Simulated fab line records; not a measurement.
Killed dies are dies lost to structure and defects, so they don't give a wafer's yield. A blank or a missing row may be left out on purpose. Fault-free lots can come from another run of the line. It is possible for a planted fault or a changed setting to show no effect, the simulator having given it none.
fab line records    flow sky130
record lots=13  wafers=39  lastDay=48
route steps=708 shown VIA3@592 VIA4@640 METAL5@661 PAD_OPEN@701
lots untouched by any fault: they come from a run of this same line in which no faults occurred
startH: the number of hours between the record's first day and the start of the first shown wafer of the lot    waitH: how many hours have passed since the lot's step before this one    " repeats the value in the row above    L1.1+2: a single row standing in for several wafers    - value missing, or start not given    * or withheld: withheld    < > ~ a bound
route shown NAME@n: a module of which the file shows steps, and the number in the route of the first    usual: the fault-free wafers' mean and standard deviation    same: alike in all rows    chamber/n: place in a boat    sites: the reading at each site    _std_site: standard deviation of those values    _edge_site: the outer-site mean with the inner-site mean subtracted    radiusMm: for every site, how far away it sits from the centre of the wafer    mask NAME#n: copy n    behind: the last tool/chamber to shape the wafer    hold: what put the lot on hold/how long, in hours/how the hold closed    device: transistor that didn't switch, given as n, p or np    end of line: tests run on the same wafers once the route is complete    step lacking rows: just its recipe    killed: at the first sort, the dies lost to defects and structure; wafer yield is something else    map: a wafer's dies, x killed, . not, _ none there
set.NAME: the setting the step ran with; set.NAME@STEP: the setting that earlier step ran with    model.NAME: the simulator's own value behind a step, which no gauge read
route steps across a sampled set of lots; one table per step, one row per wafer
services: a tool's chamber out of use, with start hour (startH, from the record's first day; less than 0 if before it), hours out, and reason
## steps
# step SKY_VIA3_CLEAN_19
# recipe chemistry=O3/DIW  dry=n2Spin
lot.wafer   tool         chamber  startH   waitH
L429.2+3+4  wetBench-03  1        938.43   0.0
L430.1+5+6  wetBench-01  3        940.12   0.0
L431.1+3+5  wetBench-03  2        947.83   0.1
L432.2+4+5  wetBench-01  1        953.51   0.0
L434.3+4+5  wetBench-01  0        961.29   0.0
L435.3+5+6  wetBench-02  1        983.35   0.0
L437.3+5+6  wetBench-02  3        984.88   0.0
L436.1+4+5  wetBench-01  0        985.20   0.0
L438.3+4+6  wetBench-03  2        997.94   0.0
L440.2+3+4  wetBench-01  2        1005.55  0.0
L439.1+2+6  wetBench-01  3        1007.30  0.0
L442.1+3+6  wetBench-01  0        1025.75  0.0
L444.1+2+5  wetBench-01  0        1032.31  0.0
# step SKY_VIA4_THK_MEAS_01
# recipe reads=SiO2_of_VIA4_HDPCVD_00
# usual VIA4_HDPCVD_THK=1747/21
lot.wafer  tool          chamber  startH   waitH  VIA4_HDPCVD_THK[nm]
L429.2     filmMetro-03  -        989.09   0.1    1699
L429.3     "             -        "        "      1724
L429.4     "             -        "        "      1745
L430.1     filmMetro-01  -        991.28   0.1    1748
L430.5     "             -        "        "      1772
L430.6     "             -        "        "      1737
L431.1     filmMetro-03  -        997.98   0.1    1743
L431.3     "             -        "        "      1746
L431.5     "             -        "        "      1773
L432.2     filmMetro-01  -        1005.02  0.1    1749
L432.4     "             -        "        "      1752
L432.5     "             -        "        "      1750
L434.3     filmMetro-02  -        1010.98  0.1    1753
L434.4     "             -        "        "      1738
L434.5     "             -        "        "      1731
L435.3     filmMetro-01  -        1032.75  0.1    1771
L435.5     "             -        "        "      1781
L435.6     "             -        "        "      1778
L437.3     filmMetro-03  -        1034.82  0.1    1740
L437.5     "             -        "        "      1736
L437.6     "             -        "        "      1749
L436.1     filmMetro-02  -        1035.37  0.1    1774
L436.4     "             -        "        "      1795
L436.5     "             -        "        "      1784
L438.3     filmMetro-01  -        1047.01  0.1    1749
L438.4     "             -        "        "      1784
L438.6     "             -        "        "      1734
L440.2     filmMetro-02  -        1053.29  0.1    1731
L440.3     "             -        "        "      1693
L440.4     "             -        "        "      1710
L439.1     filmMetro-01  -        1054.92  0.1    1749
L439.2     "             -        "        "      1732
L439.6     "             -        "        "      1742
L442.1     filmMetro-01  -        1073.03  0.1    1701
L442.3     "             -        "        "      1733
L442.6     "             -        "        "      1764
L444.1     filmMetro-02  -        1079.23  0.1    1733
L444.2     "             -        "        "      1715
L444.5     "             -        "        "      1754
# step SKY_METAL5_SPUTTER_00
# recipe material=Ti  targetThkNm=15  powerW=3000  timeS=10  chamberPressurePa=0.4
# usual throttleValvePct=30.4/1.4
lot.wafer  tool           chamber  startH   waitH  throttleValvePct
L429.2     pvdSputter-03  -        1014.43  0.2    29.4
L429.3     "              -        "        "      30.2
L429.4     "              -        "        "      29.1
L430.1     pvdSputter-03  -        1016.31  0.2    28.7
L430.5     "              -        "        "      28.8
L430.6     "              -        "        "      28.9
L431.1     pvdSputter-01  -        1022.72  0.2    32.4
L431.3     "              -        "        "      31.9
L431.5     "              -        "        "      31.9
L432.2     pvdSputter-01  -        1029.26  0.1    31.8
L432.4     "              -        "        "      32.2
L432.5     "              -        "        "      32.0
L434.3     pvdSputter-02  -        1035.83  0.2    28.4
L434.4     "              -        "        "      28.4
L434.5     "              -        "        "      28.2
L435.3     pvdSputter-01  -        1055.58  0.1    32.3
L435.5     "              -        "        "      32.3
L435.6     "              -        "        "      29.7
L437.3     pvdSputter-01  -        1058.50  0.2    31.9
L437.5     "              -        "        "      31.8
L437.6     "              -        "        "      30.1
L436.1     pvdSputter-02  -        1058.98  0.1    28.6
L436.4     "              -        "        "      29.5
L436.5     "              -        "        "      29.5
L438.3     pvdSputter-01  -        1069.77  0.2    29.9
L438.4     "              -        "        "      31.8
L438.6     "              -        "        "      31.9
L440.2     pvdSputter-01  -        1075.66  0.1    32.1
L440.3     "              -        "        "      31.7
L440.4     "              -        "        "      30.2
L439.1     pvdSputter-02  -        1077.56  0.2    30.5
L439.2     "              -        "        "      28.4
L439.6     "              -        "        "      28.5
L442.1     pvdSputter-01  -        1095.57  0.1    32.1
L442.3     "              -        "        "      31.9
L442.6     "              -        "        "      31.9
L444.1     pvdSputter-01  -        1101.37  0.2    32.2
L444.2     "              -        "        "      30.1
L444.5     "              -        "        "      31.9
# step SKY_PAD_OPEN_ETCH_07
# recipe chemistry=CF4/O2  targetDepthNm=725  stopOn=AlCu  sourceW=800  biasW=145.7  pressureMtorr=150  cf4FlowSccm=80  O2_flow_sccm=10  timeS=161.1
# usual drypumpMotorCurrentA=5.7/0.48  oesProductAu=0.973/0.0068  throttleValvePct=5.964/0.0082
lot.wafer  tool        chamber  startH   waitH  drypumpMotorCurrentA  oesProductAu  rfHoursCounterH  throttleValvePct
L429.2     rieDiel-02  0        1081.33  -      5.9                   0.974         3                5.971
L429.3     "           1        "        "      6.1                   0.971         7                5.956
L429.4     "           3        "        "      4.8                   0.975         16               5.959
L430.1     rieDiel-01  0        1083.88  -      5.4                   0.980         24               5.950
L430.5     "           3        "        "      5.2                   0.985         -                5.962
L430.6     "           0        "        "      5.4                   0.982         -                5.955
L431.1     rieDiel-04  2        1088.98  -      6.4                   0.974         20               5.978
L431.3     "           0        "        "      5.0                   0.981         17               5.967
L431.5     "           1        "        "      6.3                   0.980         -                5.967
L432.2     rieDiel-01  2        1093.93  -      5.8                   0.973         28               5.960
L432.4     "           1        "        "      5.6                   0.977         1                5.969
L432.5     "           3        "        "      5.2                   0.979         -                5.956
L434.3     rieDiel-01  2        1101.13  -      5.9                   0.967         28               5.956
L434.4     "           3        "        "      5.2                   0.971         15               5.976
L434.5     "           0        "        "      5.4                   0.977         -                5.968
L435.3     rieDiel-01  0        1117.14  -      5.4                   0.976         25               5.967
L435.5     "           0        "        "      5.4                   0.985         -                5.979
L435.6     "           1        "        "      5.6                   0.980         -                5.957
L437.3     rieDiel-01  1        1121.63  -      5.6                   0.969         2                5.964
L437.5     "           3        "        "      5.3                   0.978         -                5.957
L437.6     "           2        "        "      5.8                   0.969         -                5.970
L436.1     rieDiel-02  1        1122.04  -      6.1                   0.971         9                5.966
L436.4     "           2        "        "      6.3                   0.977         -                5.971
L436.5     "           1        "        "      6.1                   0.978         -                5.959
L438.3     rieDiel-01  1        1132.28  -      5.6                   0.971         3                5.986
L438.4     "           3        "        "      5.3                   0.991         16               5.955
L438.6     "           3        "        "      5.2                   0.976         -                5.969
L440.2     rieDiel-01  1        1135.68  -      5.7                   0.977         3                5.977
L440.3     "           3        "        "      5.2                   0.965         16               5.970
L440.4     "           2        "        "      5.8                   0.984         29               5.953
L439.1     rieDiel-04  3        1137.99  -      6.1                   0.967         20               5.956
L439.2     "           2        "        "      6.4                   0.965         22               5.967
L439.6     "           1        "        "      6.3                   0.980         -                5.961
L442.1     rieDiel-01  3        1153.88  -      5.2                   0.986         17               5.960
L442.3     "           0        "        "      5.4                   0.969         26               5.980
L442.6     "           2        "        "      5.9                   0.968         -                5.965
L444.1     rieDiel-02  0        1157.13  -      5.9                   0.974         6                5.949
L444.2     "           2        "        "      6.3                   0.971         15               5.964
L444.5     "           3        "        "      4.8                   0.987         -                5.974
# step SKY_PAD_OPEN_PROBE_99
# usual defectLimitedYield=82.2/1.9  killed_at_M0_to_M3=43/6.3  killed_at_M4_up=3.3/1.7  killedAtContacts=24/5.4  killedAtFrontEnd=16/4.6  killedAtOther=0.4/0.7  killedDies=87/9.4  killedOpen=47/6.9  killedShort=39/6.1  sort_bin_3_pad_short=0.9/0.45  sort_bin_5_function=10.6/1.5  sort_bin_6_memory=6.3/1.2  sortNPass=405/9.4  sortYieldPct=82.2/1.9
# same grossDies=492  killedAtBackSide=0  sort_bin_4_leakage[%]=0  sort_bin_8_speed[%]=0
lot.wafer  tool       chamber  startH   waitH  defectLimitedYield[%]  killed_at_M0_to_M3  killed_at_M4_up  killedAtContacts  killedAtFrontEnd  killedAtOther  killedDies  killedOpen  killedShort  sort_bin_3_pad_short[%]  sort_bin_5_function[%]  sort_bin_6_memory[%]  sortNPass  sortYieldPct[%]
L442.1     prober-02  -        1156.85  0.1    76.8                   82                  3                16                13                0              114         34          40           1.8                      15.7                    5.7                   378        76.8
L442.3     prober-02  -        1156.95  0.2    76.2                   88                  2                16                11                0              117         47          29           2.8                      14.2                    6.7                   375        76.2
L442.6     prober-02  -        1157.10  0.2    76.4                   88                  3                15                10                0              116         53          25           1.6                      14.4                    7.5                   376        76.4
L444.1     prober-02  -        1159.45  0.1    77.0                   74                  5                19                13                2              113         44          34           1.4                      14.6                    6.9                   379        77.0
L444.2     prober-02  -        1159.50  0.1    78.3                   67                  5                23                12                0              107         38          31           1.6                      14.4                    5.7                   385        78.3
L444.5     prober-02  -        1159.65  0.2    75.6                   72                  2                29                17                0              120         40          42           2.2                      15.4                    6.7                   372        75.6
# killed by level:class
L442.1 VIA3:unspecified=37 VIA3:geometricParticle:open=8 VIA1:geometricParticle:short=7 METAL2:geometricParticle:short=6 LI_CONTACT:geometricParticle:open=5 CONTACT:geometricParticle:open=5 VIA1:geometricParticle:open=5 METAL3:geometricParticle:short=5
L442.3 VIA3:unspecified=38 VIA1:geometricParticle:open=13 VIA3:geometricParticle:open=12 CONTACT:geometricParticle:open=9 VIA1:geometricParticle:short=6 VIA2:geometricParticle:open=6 VIA3:geometricParticle:short=5 CONTACT:geometricParticle:short=3
L442.6 VIA3:unspecified=35 VIA3:geometricParticle:open=13 VIA1:geometricParticle:open=11 VIA2:geometricParticle:open=10 CONTACT:geometricParticle:open=8 METAL2:geometricParticle:short=5 METAL1:geometricParticle:short=4 POLY_GATE:geometricParticle:open=3
L444.1 VIA3:unspecified=34 CONTACT:geometricParticle:open=8 VIA1:geometricParticle:open=8 METAL1:geometricParticle:short=7 LOCAL_INTERCONNECT:geometricParticle:short=6 VIA2:geometricParticle:open=6 METAL2:geometricParticle:short=5 VIA3:geometricParticle:open=4
L444.2 VIA3:unspecified=37 METAL2:geometricParticle:short=10 CONTACT:geometricParticle:open=8 LI_CONTACT:geometricParticle:open=6 CONTACT:geometricParticle:short=6 VIA2:geometricParticle:open=6 POLY_GATE:geometricParticle:open=3 POLY_GATE:geometricParticle:short=3
L444.5 VIA3:unspecified=38 CONTACT:geometricParticle:open=9 VIA1:geometricParticle:open=7 METAL2:geometricParticle:short=7 LI_CONTACT:geometricParticle:open=6 VIA2:geometricParticle:open=6 FIELD_ISO:geometricParticle:short=5 VIA1:geometricParticle:short=5
## services
tool           chamber  startH   hours  kind
rieDiel-04     0        917.22   4.2    repair
rieDiel-01     -        936.06   0.4    repair
rieDiel-02     1        941.08   6.9    repair
wetBench-01    -        943.88   4.1    repair
rieDiel-02     0        950.45   2.3    repair
rieDiel-01     1        958.56   2.4    repair
pvdSputter-01  3        969.04   -      consumableReplace:kit
rieDiel-04     -        969.63   2.8    pm
rieDiel-04     2        972.43   2.5    repair
rieDiel-04     3        986.15   2.4    repair
pvdSputter-03  -        997.14   1.0    repair
pvdSputter-01  -        1003.49  7.4    repair
pvdSputter-01  -        1011.39  7.3    repair
rieDiel-04     2        1039.82  7.7    repair
pvdSputter-02  -        1043.98  5.8    repair
rieDiel-01     0        1046.87  4.4    repair
rieDiel-01     2        1053.57  2.8    repair
rieDiel-04     2        1070.10  5.7    repair
pvdSputter-02  -        1073.47  2.4    repair
pvdSputter-02  -        1079.52  3.3    repair
pvdSputter-02  -        1083.30  1.7    repair
rieDiel-04     0        1097.06  7.5    repair
rieDiel-02     0        1116.85  10.4   repair
rieDiel-02     -        1139.80  1.5    repair
## key
firstSign step=SKY_PAD_OPEN_PROBE_99  reading=killed_at_M0_to_M3  direction=up  sigmas=5.6  usual=43  struck=78
effect step=SKY_PAD_OPEN_PROBE_99  reading=killedDies  direction=up  sigmas=2.9  usual=87  struck=114
metAt SKY_VIA3_CLEAN_19
struckLots L442,L444
notActingAt SKY_VIA4_THK_MEAS_01,SKY_METAL5_SPUTTER_00,SKY_PAD_OPEN_ETCH_07
onsetBetween 1007.30 1025.75
alsoFits time
fault kind=chamberParticleSource  tool=wetBench-01  chamber=-  onsetH=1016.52  steps=SKY_VIA3_CLEAN_19  ratePerVisitCm2=0.50208  endH=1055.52
